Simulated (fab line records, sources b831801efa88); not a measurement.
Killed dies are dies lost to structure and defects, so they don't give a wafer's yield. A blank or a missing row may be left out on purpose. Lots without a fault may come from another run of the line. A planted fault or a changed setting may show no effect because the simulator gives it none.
Which tool did it? | flow sky130 | 6 lots, 18 wafers sampled, at 3 steps of a route of 708

WHAT THE GAUGES READ, wafer by wafer
SKY_METAL1_CD_MEAS_15: target cd 140 nm.
lot  | measured     | on        | cd_nm (nm)
L811 | day 33 04:29 | cd_sem-01 | 139.9 138.6 139.9
L814 | day 35 03:20 | cd_sem-02 | 142.8 141.2 141.8
L813 | day 35 06:37 | cd_sem-01 | 141.9 141.4 141.8
L817 | day 35 14:59 | cd_sem-01 | 141.2 139.8 139.2
L819 | day 36 04:08 | cd_sem-01 | 140.7 141.1 139.9
L827 | day 38 21:22 | cd_sem-02 | 139.8 139.2 140.1

WHICH TOOL RAN EACH LOT (tool, then ch and the chambers of the sampled wafers, then the start)
lot  | SKY_LI_CONTACT_CMP_24         | SKY_CONTACT_SPUTTER_23
L811 | cmp-02 ch 1,2, day 29 14:04   | pvd_sputter-03, day 32 00:38
L814 | cmp-01 ch 0,1,2, day 31 14:52 | pvd_sputter-03, day 33 23:07
L813 | cmp-01 ch 0,1,3, day 31 18:40 | pvd_sputter-01, day 34 02:36
L817 | cmp-01 ch 1,2,3, day 32 02:34 | pvd_sputter-01, day 34 11:04
L819 | cmp-02 ch 0,1,2, day 32 14:46 | pvd_sputter-04, day 34 23:59
L827 | cmp-01 ch 1,2,3, day 35 09:46 | pvd_sputter-01, day 37 18:01
- SKY_LI_CONTACT_CMP_24: polishes, stops on PSG, t overpolish 20 s, target thk 0 nm.
- SKY_CONTACT_SPUTTER_23: material TiN, target thk 20 nm, time 80 s.

THE ANSWER, worked out from the rows above alone
Rule: what is usual is taken from the lots themselves. Put in order of their means at a reading, lots are off if they are a third of the lots or fewer, leave a main group of 4 or more, and stand apart from it by a gap of 3 or more times the standard deviation of the main group's means; of several such gaps the widest counts. A main group whose means are all the same, to the digits that the tables above print for the reading, isn't used. A lot without any number at a reading at which 4 lots or more have one is off too. The other lots that the step has rows for count as sound.
No lot is off at any reading shown: from this, nothing can be told.

WHAT THE SIMULATOR HAD PUT IN
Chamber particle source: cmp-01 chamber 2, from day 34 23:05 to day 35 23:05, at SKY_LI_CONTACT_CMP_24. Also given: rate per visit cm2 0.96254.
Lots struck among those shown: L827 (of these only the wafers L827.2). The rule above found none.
